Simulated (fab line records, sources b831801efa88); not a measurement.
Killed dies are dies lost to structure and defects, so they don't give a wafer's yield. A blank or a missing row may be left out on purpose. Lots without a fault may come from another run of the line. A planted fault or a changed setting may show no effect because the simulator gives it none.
fab line records | flow gf180mcu
record lots=5 wafers=15 last_day=34
route steps=602 shown VT_IMPLANT@110 MVSD@136 NWELL@137 LVPWELL@138 MVPSD@139 DUAL_GATE@141
lots that met no fault: from a run of the same line without faults
start_h: hours from the record's first day to the start of the lot's first wafer shown | wait_h: hours since the lot's step before | " the same as in the row above | L1.1+2: a row that stands for several wafers | - no value, or no start given | * or withheld: withheld | < > ~ a bound
route shown NAME@n: a module of which the file shows steps, and the number in the route of the first | usual: mean/standard deviation of fault-free wafers | same: alike in all rows | chamber/n: place in a boat | sites: the reading at each site | _std_site: their standard deviation | _edge_site: outer sites' mean less inner sites' | radius_mm: how far each site lies from the wafer's centre | mask NAME#n: copy n | behind: the tool/chamber that last shaped the wafer | hold: why the lot was held/for how many hours/how that ended | device: the transistor (n, p or np) that didn't switch | end of line: the same wafers' tests at the end of the route | a step without rows: its recipe alone | killed: dies lost to structure and defects at the first sort, not the wafer's yield | map: a wafer's dies, x killed, . not, _ none there
set.NAME: the setting as run; set.NAME@STEP: as run at that earlier step | model.NAME: the simulator's own value behind a step, which no gauge read
lots at some steps of the route; a table a step, a row a wafer
services: from which hour (start_h, from the record's first day; less than 0 if before it) a tool's chamber was out of use, for how many hours, and why
## steps
# step GF_VT_IMPLANT_STRIP_20
# recipe chemistry=O2/N2 power_w=1400 pressure_mtorr=1500 platen_temp_c=250 o2_flow_sccm=3000 n2_flow_sccm=300 overash_fraction=0.5
# usual drypump_motor_current_A=5.6/0.36 heater_power_w=323/22 oes_product_au=0.715/0.0044 platen_temp_c=249.99/0.18 strip_time_to_endpoint_s=12.64/0.038
# columns lot.wafer tool chamber start_h wait_h drypump_motor_current_A heater_power_w oes_product_au platen_temp_c rf_hours_counter_h strip_time_to_endpoint_s
L079.2 plasma_asher-01 0 158.07 0.1 5.9 345 0.712 249.89 52 12.58
L079.5 " 1 " " 5.6 300 0.712 249.83 - 12.59
L079.6 " 0 " " 5.9 327 0.716 249.80 - 12.54
L084.2 plasma_asher-04 0 197.42 0.1 5.9 307 0.716 249.97 60 12.62
L084.3 " 1 " " 5.0 301 0.718 250.10 - 12.63
L084.4 " 0 " " 5.9 307 0.716 249.92 - 12.66
L085.3 plasma_asher-04 1 204.89 0.1 4.9 301 0.717 250.01 - 12.67
L085.5 " 1 " " 4.9 306 0.718 249.95 - 12.66
L085.6 " 0 " " 5.9 306 0.712 250.23 - 12.63
L092.1 plasma_asher-04 0 240.72 0.1 5.9 311 0.719 250.00 65 12.66
L092.4 " 1 " " 5.0 302 0.720 249.92 - 12.60
L092.5 " 0 " " 5.9 317 0.720 250.16 - 12.65
L095.2 plasma_asher-03 1 260.82 0.1 5.5 372 0.724 249.85 50 12.64
L095.3 " 1 " " 5.5 380 0.723 250.13 - 12.62
L095.5 " 0 " " 5.9 332 0.712 250.06 - 12.73
# step GF_VT_IMPLANT_TW_MEAS_21
# usual VT_IMPLANT_2_TW=1221/13
# columns lot.wafer tool chamber start_h wait_h VT_IMPLANT_2_TW
L079.2 film_metro-04 - 158.18 0.1 1199
L079.5 " - " " 1196
L079.6 " - " " 1198
L084.2 film_metro-03 - 197.53 0.1 1235
L084.3 " - " " 1235
L084.4 " - " " 1230
L085.3 film_metro-04 - 204.97 0.1 1193
L085.5 " - " " 1197
L085.6 " - " " 1203
L092.1 film_metro-02 - 240.82 0.1 1224
L092.4 " - " " 1225
L092.5 " - " " 1227
L095.2 film_metro-02 - 260.93 0.1 1225
L095.3 " - " " 1220
L095.5 " - " " 1226
# step GF_VT_IMPLANT_DEHYDRATE_22
# recipe temp_c=200 time_s=60
# usual chill_plate_temp_C=23.01/0.12 plate_temp_C=199.99/0.17
# same time_s=60
# columns lot.wafer tool chamber start_h wait_h chill_plate_temp_C plate_temp_C
L079.2 litho_track-03 0 165.61 7.4 23.11 200.00
L079.5 " 0 " " 22.87 199.85
L079.6 " 0 " " 22.86 199.94
L084.2 litho_track-04 0 205.01 7.5 23.07 200.04
L084.3 " 0 " " 23.16 200.09
L084.4 " 0 " " 23.12 200.07
L085.3 litho_track-01 0 212.84 7.9 23.13 199.77
L085.5 " 0 " " 23.08 199.73
L085.6 " 0 " " 23.05 199.76
L092.1 litho_track-01 0 249.24 8.4 23.15 199.92
L092.4 " 0 " " 23.01 199.76
L092.5 " 0 " " 23.24 199.75
L095.2 litho_track-04 0 269.71 8.8 23.28 199.98
L095.3 " 0 " " 22.94 200.19
L095.5 " 0 " " 23.06 200.13
# step GF_VT_IMPLANT_HMDS_23
# recipe prime_time_s=60 prime_temp_c=120
# usual chill_plate_temp_C=23.00/0.1
# columns lot.wafer tool chamber start_h wait_h chill_plate_temp_C
L079.2 litho_track-03 0 165.76 0.1 23.14
L079.5 " 0 " " 22.93
L079.6 " 0 " " 22.96
L084.2 litho_track-04 0 205.16 0.1 22.81
L084.3 " 0 " " 23.02
L084.4 " 0 " " 22.89
L085.3 litho_track-01 0 212.99 0.1 23.09
L085.5 " 0 " " 23.04
L085.6 " 0 " " 23.01
L092.1 litho_track-01 0 249.39 0.1 22.98
L092.4 " 0 " " 23.00
L092.5 " 0 " " 22.98
L095.2 litho_track-04 0 269.86 0.1 23.01
L095.3 " 0 " " 23.04
L095.5 " 0 " " 23.03
# step GF_VT_IMPLANT_COAT_24
# recipe resist=NOVOLAK spin_rpm=3000 resist_thk_nm=1000
# usual chill_plate_temp_C=22.99/0.12
# columns lot.wafer tool chamber start_h wait_h chill_plate_temp_C
L079.2 litho_track-03 0 165.91 0.1 22.94
L079.5 " 0 " " 23.16
L079.6 " 0 " " 22.98
L084.2 litho_track-04 0 205.31 0.1 22.79
L084.3 " 0 " " 22.88
L084.4 " 0 " " 22.71
L085.3 litho_track-01 0 213.14 0.1 23.03
L085.5 " 0 " " 22.88
L085.6 " 0 " " 22.79
L092.1 litho_track-01 0 249.54 0.1 22.88
L092.4 " 0 " " 22.93
L092.5 " 0 " " 23.06
L095.2 litho_track-04 0 270.01 0.1 23.09
L095.3 " 0 " " 23.20
L095.5 " 0 " " 23.26
# step GF_VT_IMPLANT_SOFTBAKE_25
# recipe temp_c=90 time_s=60 resist=NOVOLAK
# usual chill_plate_temp_C=23.02/0.11 plate_temp_C=90.02/0.13
# same time_s=60
# columns lot.wafer tool chamber start_h wait_h chill_plate_temp_C plate_temp_C
L079.2 litho_track-03 0 166.06 0.1 23.03 90.12
L079.5 " 0 " " 23.07 89.98
L079.6 " 0 " " 23.15 89.92
L084.2 litho_track-04 0 205.46 0.1 23.01 90.07
L084.3 " 0 " " 23.07 90.31
L084.4 " 0 " " 23.18 90.09
L085.3 litho_track-01 0 213.29 0.1 22.76 90.20
L085.5 " 0 " " 22.90 89.93
L085.6 " 0 " " 22.75 90.12
L092.1 litho_track-01 0 249.69 0.1 23.22 90.13
L092.4 " 0 " " 23.05 90.08
L092.5 " 0 " " 23.15 90.23
L095.2 litho_track-04 0 270.16 0.1 22.87 90.10
L095.3 " 0 " " 22.87 89.94
L095.5 " 0 " " 22.85 90.03
# step GF_VT_IMPLANT_EXPOSE_26
# recipe mask_id=LVPWELL_HV_AREA target_cd_nm=860 na=0.6 source_shape=conventional sigma_outer=0.6 dose_mj=140
# usual exposure_dose_mJ_cm2=139.99/0.13
# columns lot.wafer tool chamber start_h wait_h mask exposure_dose_mJ_cm2
L079.2 iline_stepper-01 0 - - LVPWELL_HV_AREA#0 139.97
L079.5 " 0 " " LVPWELL_HV_AREA#0 140.12
L079.6 " 0 " " LVPWELL_HV_AREA#0 139.83
L084.2 iline_stepper-01 0 - - LVPWELL_HV_AREA#0 139.93
L084.3 " 0 " " LVPWELL_HV_AREA#0 139.83
L084.4 " 0 " " LVPWELL_HV_AREA#0 140.15
L085.3 iline_stepper-02 0 - - LVPWELL_HV_AREA#0 139.92
L085.5 " 0 " " LVPWELL_HV_AREA#0 140.12
L085.6 " 0 " " LVPWELL_HV_AREA#0 140.12
L092.1 iline_stepper-02 0 - - LVPWELL_HV_AREA#0 139.79
L092.4 " 0 " " LVPWELL_HV_AREA#0 139.94
L092.5 " 0 " " LVPWELL_HV_AREA#0 139.77
L095.2 iline_stepper-01 0 - - LVPWELL_HV_AREA#0 139.93
L095.3 " 0 " " LVPWELL_HV_AREA#0 139.77
L095.5 " 0 " " LVPWELL_HV_AREA#0 139.73
# step GF_VT_IMPLANT_PEB_27
# recipe temp_c=withheld time_s=* resist=NOVOLAK
# usual chill_plate_temp_C=*
# same time_s=*
# columns lot.wafer tool chamber start_h wait_h chill_plate_temp_C
L079.2 litho_track-03 0 - - *
L079.5 " 0 " " *
L079.6 " 0 " " *
L084.2 litho_track-04 0 - - *
L084.3 " 0 " " *
L084.4 " 0 " " *
L085.3 litho_track-03 0 - - *
L085.5 " 0 " " *
L085.6 " 0 " " *
L092.1 litho_track-04 0 - - *
L092.4 " 0 " " *
L092.5 " 0 " " *
L095.2 litho_track-04 0 - - *
L095.3 " 0 " " *
L095.5 " 0 " " *
# step GF_VT_IMPLANT_DEVELOP_28
# recipe develop_time_s=60 dev_temp_c=23
# usual chill_plate_temp_C=23.01/0.12
# columns lot.wafer tool chamber start_h wait_h chill_plate_temp_C
L079.2 litho_track-03 0 173.51 0.1 22.78
L079.5 " 0 " " 23.10
L079.6 " 0 " " 22.90
L084.2 litho_track-04 0 214.16 0.1 23.06
L084.3 " 0 " " 23.03
L084.4 " 0 " " 23.05
L085.3 litho_track-03 0 222.14 0.1 23.03
L085.5 " 0 " " 23.20
L085.6 " 0 " " 23.07
L092.1 litho_track-04 0 259.08 0.1 22.73
L092.4 " 0 " " 22.91
L092.5 " 0 " " 22.95
L095.2 litho_track-04 0 279.61 0.1 23.24
L095.3 " 0 " " 22.97
L095.5 " 0 " " 23.15
# step GF_VT_IMPLANT_OVL_MEAS_29
# usual VT_IMPLANT_02_OVL=0.2/1.3
# columns lot.wafer tool chamber start_h wait_h VT_IMPLANT_02_OVL[nm]
L079.2 overlay-02 - 173.64 0.1 2.8
L079.5 " - " " 1.3
L079.6 " - " " 0.6
L084.2 overlay-02 - 214.29 0.1 -0.9
L084.3 " - " " 1.1
L084.4 " - " " 0.4
L085.3 overlay-02 - 222.25 0.1 1.4
L085.5 " - " " 1.2
L085.6 " - " " 0.8
L092.1 overlay-01 - 259.23 0.1 0.0
L092.4 " - " " 0.7
L092.5 " - " " -1.0
L095.2 overlay-01 - 279.74 0.1 1.6
L095.3 " - " " -0.7
L095.5 " - " " -0.1
# step GF_VT_IMPLANT_IMPLANT_30
# recipe species=B energy_kev=25 dose_cm2=2.534e+12 tilt_deg=7
# usual tilt_deg=6.999/0.021
# same implant_ion_amu=11
# columns lot.wafer tool chamber start_h wait_h tilt_deg
L079.2 implanter-04 0 173.70 0.0 6.956
L079.5 " 0 " " 6.973
L079.6 " 0 " " 6.990
L084.2 implanter-01 0 214.35 0.0 7.026
L084.3 " 0 " " 7.010
L084.4 " 0 " " 7.008
L085.3 implanter-02 0 222.32 0.1 7.028
L085.5 " 0 " " 6.994
L085.6 " 0 " " 7.013
L092.1 implanter-01 0 259.27 0.0 6.986
L092.4 " 0 " " 7.004
L092.5 " 0 " " 7.017
L095.2 implanter-02 0 279.80 0.0 7.024
L095.3 " 0 " " 7.015
L095.5 " 0 " " 7.011
# step GF_VT_IMPLANT_STRIP_31
# recipe chemistry=O2/N2 power_w=1400 pressure_mtorr=1500 platen_temp_c=250 o2_flow_sccm=3000 n2_flow_sccm=300 overash_fraction=0.5
# usual drypump_motor_current_A=5.7/0.3 heater_power_w=325/22 oes_product_au=0.716/0.0044 platen_temp_c=249.98/0.18 strip_time_to_endpoint_s=12.635/0.028
# columns lot.wafer tool chamber start_h wait_h drypump_motor_current_A heater_power_w oes_product_au platen_temp_c rf_hours_counter_h strip_time_to_endpoint_s
L079.2 plasma_asher-01 1 173.82 0.1 5.6 304 0.716 249.95 54 12.667
L079.5 " 0 " " 5.9 331 0.717 250.05 - 12.668
L079.6 " 1 " " 5.6 314 0.717 249.95 - 12.663
L084.2 plasma_asher-01 1 214.47 0.1 5.6 306 0.720 250.21 59 12.627
L084.3 " 0 " " 5.9 327 0.712 249.93 - 12.621
L084.4 " 1 " " 5.6 312 0.722 250.05 - 12.646
L085.3 plasma_asher-01 0 222.45 0.1 5.9 329 0.715 249.93 - 12.622
L085.5 " 0 " " 5.9 339 0.714 249.97 - 12.579
L085.6 " 1 " " 5.6 297 0.720 249.98 - 12.628
L092.1 plasma_asher-03 1 259.42 0.1 5.5 364 0.714 249.75 50 12.658
L092.4 " 0 " " 5.9 339 0.715 250.21 - 12.671
L092.5 " 1 " " 5.5 379 0.716 249.84 - 12.652
L095.2 plasma_asher-04 0 279.92 0.1 5.9 309 0.712 249.76 69 12.651
L095.3 " 1 " " 5.0 314 0.716 249.85 - 12.635
L095.5 " 1 " " 5.0 302 0.718 249.78 - 12.643
# step GF_VT_IMPLANT_TW_MEAS_32
# usual VT_IMPLANT_3_TW=270.3/2.7
# columns lot.wafer tool chamber start_h wait_h VT_IMPLANT_3_TW
L079.2 film_metro-03 - 173.93 0.1 273.9
L079.5 " - " " 274.6
L079.6 " - " " 273.0
L084.2 film_metro-04 - 214.58 0.1 265.5
L084.3 " - " " 266.3
L084.4 " - " " 267.2
L085.3 film_metro-02 - 222.54 0.1 268.3
L085.5 " - " " 269.8
L085.6 " - " " 269.4
L092.1 film_metro-03 - 259.52 0.1 273.5
L092.4 " - " " 272.6
L092.5 " - " " 272.5
L095.2 film_metro-03 - 280.03 0.1 271.5
L095.3 " - " " 270.0
L095.5 " - " " 272.4
# step GF_VT_IMPLANT_DEHYDRATE_33
# recipe temp_c=200 time_s=60
# usual chill_plate_temp_C=22.98/0.11 plate_temp_C=200.01/0.15
# same time_s=60
# columns lot.wafer tool chamber start_h wait_h chill_plate_temp_C plate_temp_C
L079.2 litho_track-04 0 181.66 7.7 23.02 200.08
L079.5 " 0 " " 22.91 200.31
L079.6 " 0 " " 22.94 200.27
L084.2 litho_track-04 0 222.71 8.1 22.86 199.97
L084.3 " 0 " " 22.95 200.06
L084.4 " 0 " " 22.94 199.89
L085.3 litho_track-03 0 231.13 8.6 22.99 199.97
L085.5 " 0 " " 22.84 200.02
L085.6 " 0 " " 22.92 200.19
L092.1 litho_track-03 0 268.48 9.0 23.12 200.20
L092.4 " 0 " " 22.95 200.29
L092.5 " 0 " " 23.10 200.13
L095.2 litho_track-04 0 289.36 9.3 22.95 200.09
L095.3 " 0 " " 22.91 200.18
L095.5 " 0 " " 23.03 200.03
# step GF_VT_IMPLANT_HMDS_34
# recipe prime_time_s=60 prime_temp_c=120
# usual chill_plate_temp_C=22.98/0.1
# columns lot.wafer tool chamber start_h wait_h chill_plate_temp_C
L079.2 litho_track-04 0 181.81 0.1 23.20
L079.5 " 0 " " 23.11
L079.6 " 0 " " 22.97
L084.2 litho_track-04 0 222.86 0.1 23.08
L084.3 " 0 " " 23.11
L084.4 " 0 " " 22.98
L085.3 litho_track-03 0 231.28 0.1 22.95
L085.5 " 0 " " 22.97
L085.6 " 0 " " 22.96
L092.1 litho_track-03 0 268.63 0.1 23.01
L092.4 " 0 " " 23.00
L092.5 " 0 " " 22.80
L095.2 litho_track-04 0 289.51 0.1 23.12
L095.3 " 0 " " 23.08
L095.5 " 0 " " 23.14
# step GF_VT_IMPLANT_COAT_35
# recipe resist=NOVOLAK spin_rpm=3000 resist_thk_nm=1000
# usual chill_plate_temp_C=23.03/0.11
# columns lot.wafer tool chamber start_h wait_h chill_plate_temp_C
L079.2 litho_track-04 0 181.96 0.1 23.21
L079.5 " 0 " " 23.14
L079.6 " 0 " " 23.05
L084.2 litho_track-04 0 223.01 0.1 23.14
L084.3 " 0 " " 23.23
L084.4 " 0 " " 23.27
L085.3 litho_track-03 0 231.43 0.1 23.00
L085.5 " 0 " " 23.05
L085.6 " 0 " " 22.93
L092.1 litho_track-03 0 268.78 0.1 22.85
L092.4 " 0 " " 22.95
L092.5 " 0 " " 22.80
L095.2 litho_track-04 0 289.66 0.1 22.87
L095.3 " 0 " " 22.88
L095.5 " 0 " " 23.03
# step GF_VT_IMPLANT_SOFTBAKE_36
# recipe temp_c=90 time_s=60 resist=NOVOLAK
# usual chill_plate_temp_C=22.97/0.093 plate_temp_C=90.01/0.13
# same time_s=60
# columns lot.wafer tool chamber start_h wait_h chill_plate_temp_C plate_temp_C
L079.2 litho_track-04 0 182.11 0.1 23.09 89.84
L079.5 " 0 " " 23.15 90.13
L079.6 " 0 " " 22.93 90.12
L084.2 litho_track-04 0 223.16 0.1 23.04 89.89
L084.3 " 0 " " 23.04 89.85
L084.4 " 0 " " 22.86 89.98
L085.3 litho_track-03 0 231.58 0.1 22.92 90.04
L085.5 " 0 " " 22.98 90.18
L085.6 " 0 " " 22.90 90.12
L092.1 litho_track-03 0 268.93 0.1 23.03 89.96
L092.4 " 0 " " 22.92 90.07
L092.5 " 0 " " 22.83 90.05
L095.2 litho_track-04 0 289.81 0.1 23.04 89.88
L095.3 " 0 " " 22.95 89.98
L095.5 " 0 " " 22.98 89.96
# step GF_VT_IMPLANT_EXPOSE_37
# recipe mask_id=Nwell_HV_AREA target_cd_nm=860 na=0.6 source_shape=conventional sigma_outer=0.6 dose_mj=142.4
# usual exposure_dose_mJ_cm2=142.41/0.15
# columns lot.wafer tool chamber start_h wait_h mask exposure_dose_mJ_cm2
L079.2 iline_stepper-02 0 - - Nwell_HV_AREA#0 142.36
L079.5 " 0 " " Nwell_HV_AREA#0 142.45
L079.6 " 0 " " Nwell_HV_AREA#0 142.69
L084.2 iline_stepper-01 0 - - Nwell_HV_AREA#0 142.24
L084.3 " 0 " " Nwell_HV_AREA#0 142.46
L084.4 " 0 " " Nwell_HV_AREA#0 142.38
L085.3 iline_stepper-01 0 - - Nwell_HV_AREA#0 142.41
L085.5 " 0 " " Nwell_HV_AREA#0 142.57
L085.6 " 0 " " Nwell_HV_AREA#0 142.32
L092.1 iline_stepper-02 0 - - Nwell_HV_AREA#0 142.49
L092.4 " 0 " " Nwell_HV_AREA#0 142.33
L092.5 " 0 " " Nwell_HV_AREA#0 142.24
L095.2 iline_stepper-01 0 - - Nwell_HV_AREA#0 142.27
L095.3 " 0 " " Nwell_HV_AREA#0 142.22
L095.5 " 0 " " Nwell_HV_AREA#0 142.31
# step GF_VT_IMPLANT_PEB_38
# recipe temp_c=withheld time_s=* resist=NOVOLAK
# usual chill_plate_temp_C=*
# same time_s=*
# columns lot.wafer tool chamber start_h wait_h chill_plate_temp_C
L079.2 litho_track-03 0 - - *
L079.5 " 0 " " *
L079.6 " 0 " " *
L084.2 litho_track-03 0 - - *
L084.3 " 0 " " *
L084.4 " 0 " " *
L085.3 litho_track-04 0 - - *
L085.5 " 0 " " *
L085.6 " 0 " " *
L092.1 litho_track-03 0 - - *
L092.4 " 0 " " *
L092.5 " 0 " " *
L095.2 litho_track-03 0 - - *
L095.3 " 0 " " *
L095.5 " 0 " " *
# step GF_VT_IMPLANT_DEVELOP_39
# recipe develop_time_s=60 dev_temp_c=23
# usual chill_plate_temp_C=23.00/0.12
# columns lot.wafer tool chamber start_h wait_h chill_plate_temp_C
L079.2 litho_track-03 0 190.01 0.1 22.92
L079.5 " 0 " " 23.07
L079.6 " 0 " " 23.00
L084.2 litho_track-03 0 232.51 0.1 22.86
L084.3 " 0 " " 22.83
L084.4 " 0 " " 23.04
L085.3 litho_track-04 0 241.04 0.1 22.71
L085.5 " 0 " " 22.89
L085.6 " 0 " " 22.94
L092.1 litho_track-03 0 277.68 0.1 23.18
L092.4 " 0 " " 23.22
L092.5 " 0 " " 23.13
L095.2 litho_track-03 0 299.11 0.1 22.98
L095.3 " 0 " " 22.99
L095.5 " 0 " " 23.01
# step GF_VT_IMPLANT_OVL_MEAS_40
# usual VT_IMPLANT_03_OVL=0.3/1.2
# columns lot.wafer tool chamber start_h wait_h VT_IMPLANT_03_OVL[nm]
L079.2 overlay-02 - 190.14 0.1 -0.1
L079.5 " - " " -0.5
L079.6 " - " " 0.9
L084.2 overlay-01 - 232.64 0.1 -1.7
L084.3 " - " " -1.6
L084.4 " - " " -0.2
L085.3 overlay-01 - 241.15 0.1 0.0
L085.5 " - " " 0.4
L085.6 " - " " 1.7
L092.1 overlay-01 - 277.83 0.1 0.1
L092.4 " - " " -1.1
L092.5 " - " " -0.6
L095.2 overlay-01 - 299.24 0.1 -1.6
L095.3 " - " " -2.4
L095.5 " - " " -1.6
# step GF_VT_IMPLANT_IMPLANT_41
# recipe species=As energy_kev=70 dose_cm2=1.013e+12 tilt_deg=7
# usual tilt_deg=7.001/0.02
# same implant_ion_amu=75
# columns lot.wafer tool chamber start_h wait_h tilt_deg
L079.2 implanter-02 0 190.20 0.0 7.034
L079.5 " 0 " " 6.991
L079.6 " 0 " " 7.001
L084.2 implanter-01 0 232.70 0.0 6.988
L084.3 " 0 " " 7.000
L084.4 " 0 " " 7.016
L085.3 implanter-04 0 241.22 0.1 6.987
L085.5 " 0 " " 6.984
L085.6 " 0 " " 6.973
L092.1 implanter-04 0 277.87 0.0 6.996
L092.4 " 0 " " 7.011
L092.5 " 0 " " 7.008
L095.2 implanter-01 0 299.30 0.0 7.013
L095.3 " 0 " " 7.023
L095.5 " 0 " " 7.019
# step GF_VT_IMPLANT_STRIP_42
# recipe chemistry=O2/N2 power_w=1400 pressure_mtorr=1500 platen_temp_c=250 o2_flow_sccm=3000 n2_flow_sccm=300 overash_fraction=0.5
# usual drypump_motor_current_A=5.6/0.34 heater_power_w=325/22 oes_product_au=0.716/0.0042 platen_temp_c=249.97/0.19 strip_time_to_endpoint_s=12.63/0.044
# columns lot.wafer tool chamber start_h wait_h drypump_motor_current_A heater_power_w oes_product_au platen_temp_c rf_hours_counter_h strip_time_to_endpoint_s
L079.2 plasma_asher-01 0 190.32 0.1 5.9 333 0.724 250.10 57 12.61
L079.5 " 0 " " 5.9 337 0.719 250.09 - 12.64
L079.6 " 1 " " 5.6 306 0.711 250.20 - 12.62
L084.2 plasma_asher-03 1 232.82 0.1 5.5 369 0.720 250.29 47 12.60
L084.3 " 0 " " 5.9 335 0.718 249.99 - 12.57
L084.4 " 1 " " 5.5 375 0.715 249.98 - 12.61
L085.3 plasma_asher-04 1 241.35 0.1 4.9 306 0.716 249.64 - 12.59
L085.5 " 0 " " 5.9 309 0.709 250.16 - 12.60
L085.6 " 1 " " 4.9 295 0.712 249.74 - 12.60
L092.1 plasma_asher-04 0 278.02 0.1 5.9 322 0.717 249.55 69 12.68
L092.4 " 0 " " 5.9 312 0.711 249.99 - 12.60
L092.5 " 1 " " 5.0 310 0.720 249.93 - 12.63
L095.2 plasma_asher-04 0 299.42 0.1 5.9 311 0.724 250.10 71 12.61
L095.3 " 0 " " 5.9 307 0.702 250.16 - 12.61
L095.5 " 1 " " 5.0 303 0.720 249.87 - 12.59
# step GF_VT_IMPLANT_TW_MEAS_43
# usual VT_IMPLANT_4_TW=694/6.2
# columns lot.wafer tool chamber start_h wait_h VT_IMPLANT_4_TW
L079.2 film_metro-03 - 190.43 0.1 705
L079.5 " - " " 703
L079.6 " - " " 699
L084.2 film_metro-03 - 232.93 0.1 696
L084.3 " - " " 698
L084.4 " - " " 698
L085.3 film_metro-04 - 241.44 0.1 689
L085.5 " - " " 692
L085.6 " - " " 694
L092.1 film_metro-03 - 278.12 0.1 699
L092.4 " - " " 696
L092.5 " - " " 699
L095.2 film_metro-04 - 299.53 0.1 685
L095.3 " - " " 685
L095.5 " - " " 685
# step GF_VT_IMPLANT_CLEAN_44
# recipe chemistry=SC1/SC2 mix=1:4:20 temp_c=70 time_s=150 dry=n2_spin
# same time_s=150
# columns lot.wafer tool chamber start_h wait_h
L079.2+5+6 wet_bench-04 3 190.48 0.0
L084.2+3+4 wet_bench-01 1 232.98 0.0
L085.3+5+6 wet_bench-04 2 241.48 0.0
L092.1+4+5 wet_bench-02 2 278.18 0.1
L095.2+3+5 wet_bench-01 0 299.58 0.0
# step GF_VT_IMPLANT_RTA_45
# recipe temp_c=1050 time_s=30 ambient=N2
# usual anneal_temp_c_max=1054.1/0.77 lamp_power_pct=33.4/1.9 wafer_temp_C_max=1054.3/2
# same time_s=30
# columns lot.wafer tool chamber start_h wait_h anneal_temp_c_max lamp_power_pct wafer_temp_C_max
L079.2 rtp_anneal-02 0 190.55 0.0 1053.2 32.1 1052.0
L079.5 " 0 " " 1054.7 31.9 1052.7
L079.6 " 0 " " 1055.5 32.0 1053.4
L084.2 rtp_anneal-02 0 233.05 0.0 1052.9 32.0 1052.7
L084.3 " 0 " " 1053.6 31.9 1052.9
L084.4 " 0 " " 1053.1 32.0 1052.9
L085.3 rtp_anneal-02 0 241.56 0.0 1054.0 32.0 1052.4
L085.5 " 0 " " 1054.8 32.0 1053.2
L085.6 " 0 " " 1055.1 32.0 1052.0
L092.1 rtp_anneal-02 0 278.23 0.0 1053.9 32.0 1052.3
L092.4 " 0 " " 1054.2 32.0 1052.3
L092.5 " 0 " " 1054.2 32.0 1052.4
L095.2 rtp_anneal-02 0 299.65 0.0 1052.5 31.9 1052.5
L095.3 " 0 " " 1052.9 32.0 1053.0
L095.5 " 0 " " 1053.9 32.0 1052.6
# step GF_VT_IMPLANT_RS_MEAS_46
# recipe thk_meas_gauge=four-point-probe
# usual MVSD_RS=456.1/1.2
# columns lot.wafer tool chamber start_h wait_h MVSD_RS[ohm/sq]
L079.2 film_metro-03 - 190.65 0.1 457.2
L079.5 " - " " 456.5
L079.6 " - " " 456.1
L084.2 film_metro-04 - 233.15 0.1 456.5
L084.3 " - " " 457.0
L084.4 " - " " 455.1
L085.3 film_metro-01 - 241.67 0.1 456.5
L085.5 " - " " 455.4
L085.6 " - " " 457.5
L092.1 film_metro-04 - 278.33 0.1 455.6
L092.4 " - " " 455.9
L092.5 " - " " 455.0
L095.2 film_metro-03 - 299.75 0.1 455.0
L095.3 " - " " 456.9
L095.5 " - " " 457.3
# step GF_VT_IMPLANT_RS_MEAS_47
# recipe thk_meas_gauge=four-point-probe
# usual NWELL_RS=488.2/1.3
# columns lot.wafer tool chamber start_h wait_h NWELL_RS[ohm/sq]
L079.2 film_metro-03 - 190.77 0.1 486.3
L079.5 " - " " 485.6
L079.6 " - " " 486.0
L084.2 film_metro-04 - 233.27 0.1 485.9
L084.3 " - " " 484.9
L084.4 " - " " 487.6
L085.3 film_metro-01 - 241.79 0.1 490.2
L085.5 " - " " 489.6
L085.6 " - " " 490.8
L092.1 film_metro-04 - 278.45 0.1 490.7
L092.4 " - " " 489.0
L092.5 " - " " 489.3
L095.2 film_metro-03 - 299.87 0.1 487.1
L095.3 " - " " 488.1
L095.5 " - " " 487.7
# step GF_VT_IMPLANT_RS_MEAS_48
# recipe thk_meas_gauge=four-point-probe
# usual LVPWELL_RS=1203.2/2.7
# columns lot.wafer tool chamber start_h wait_h LVPWELL_RS[ohm/sq]
L079.2 film_metro-03 - 190.89 0.1 1205.3
L079.5 " - " " 1206.5
L079.6 " - " " 1204.8
L084.2 film_metro-04 - 233.39 0.1 1204.2
L084.3 " - " " 1203.8
L084.4 " - " " 1207.1
L085.3 film_metro-01 - 241.91 0.1 1205.4
L085.5 " - " " 1205.0
L085.6 " - " " 1203.8
L092.1 film_metro-04 - 278.57 0.1 1203.4
L092.4 " - " " 1202.6
L092.5 " - " " 1201.9
L095.2 film_metro-03 - 299.99 0.1 1203.9
L095.3 " - " " 1203.9
L095.5 " - " " 1204.8
# step GF_VT_IMPLANT_RS_MEAS_49
# recipe thk_meas_gauge=four-point-probe
# usual MVPSD_RS=1168/3.5
# columns lot.wafer tool chamber start_h wait_h MVPSD_RS[ohm/sq]
L079.2 film_metro-03 - 191.01 0.1 1168
L079.5 " - " " 1166
L079.6 " - " " 1163
L084.2 film_metro-04 - 233.51 0.1 1176
L084.3 " - " " 1176
L084.4 " - " " 1171
L085.3 film_metro-01 - 242.03 0.1 1168
L085.5 " - " " 1170
L085.6 " - " " 1168
L092.1 film_metro-04 - 278.69 0.1 1168
L092.4 " - " " 1170
L092.5 " - " " 1170
L095.2 film_metro-03 - 300.11 0.1 1168
L095.3 " - " " 1164
L095.5 " - " " 1167
# step GF_VT_IMPLANT_WET_ETCH_50
# recipe chemistry=dHF target_depth_nm=20 target=SiO2 temp_c=25 dilution=100:1 time_s=400
# same time_s=400
# columns lot.wafer tool chamber start_h wait_h
L079.2+5+6 wet_bench-01 2 191.11 0.1
L084.2+3+4 wet_bench-04 2 233.61 0.1
L085.3+5+6 wet_bench-01 2 242.11 0.1
L092.1+4+5 wet_bench-01 0 278.81 0.1
L095.2+3+5 wet_bench-02 1 300.21 0.1
# step GF_DUAL_GATE_CLEAN_00
# recipe chemistry=SC1/SC2 mix=1:4:20 temp_c=70 time_s=150
# same time_s=150
# columns lot.wafer tool chamber start_h wait_h
L079.2+5+6 wet_bench-02 3 191.23 0.0
L084.2+3+4 wet_bench-02 3 233.73 0.0
L085.3+5+6 wet_bench-04 0 242.24 0.0
L092.1+4+5 wet_bench-02 3 278.93 0.0
L095.2+3+5 wet_bench-04 2 300.34 0.0
# step GF_DUAL_GATE_CLEAN_01
# recipe chemistry=dHF time_s=20 dilution=100:1 dry=ipa_marangoni
# same time_s=20
# columns lot.wafer tool chamber start_h wait_h
L079.2+5+6 wet_bench-01 0 191.28 0.0
L084.2+3+4 wet_bench-01 3 233.78 0.0
L085.3+5+6 wet_bench-02 3 242.29 0.0
L092.1+4+5 wet_bench-04 2 278.98 0.0
L095.2+3+5 wet_bench-01 2 300.39 0.0
## services
# columns tool chamber start_h hours kind
plasma_asher-01 - 138.52 2.8 pm
implanter-01 - 174.89 3.8 pm
plasma_asher-04 - 179.73 4.1 repair
rtp_anneal-02 - 190.70 1.4 pm
plasma_asher-03 - 192.20 9.0 repair
implanter-04 - 201.69 3.3 repair
implanter-01 - 204.30 3.0 repair
implanter-01 - 219.27 5.1 repair
iline_stepper-01 - 261.16 1.7 pm
iline_stepper-01 - 263.13 6.7 repair
iline_stepper-02 - 277.75 1.7 pm
iline_stepper-01 - 285.85 2.1 pm
iline_stepper-01 - 287.93 - consumable_replace:lamp
implanter-04 - 291.86 8.2 repair
## key
fault none
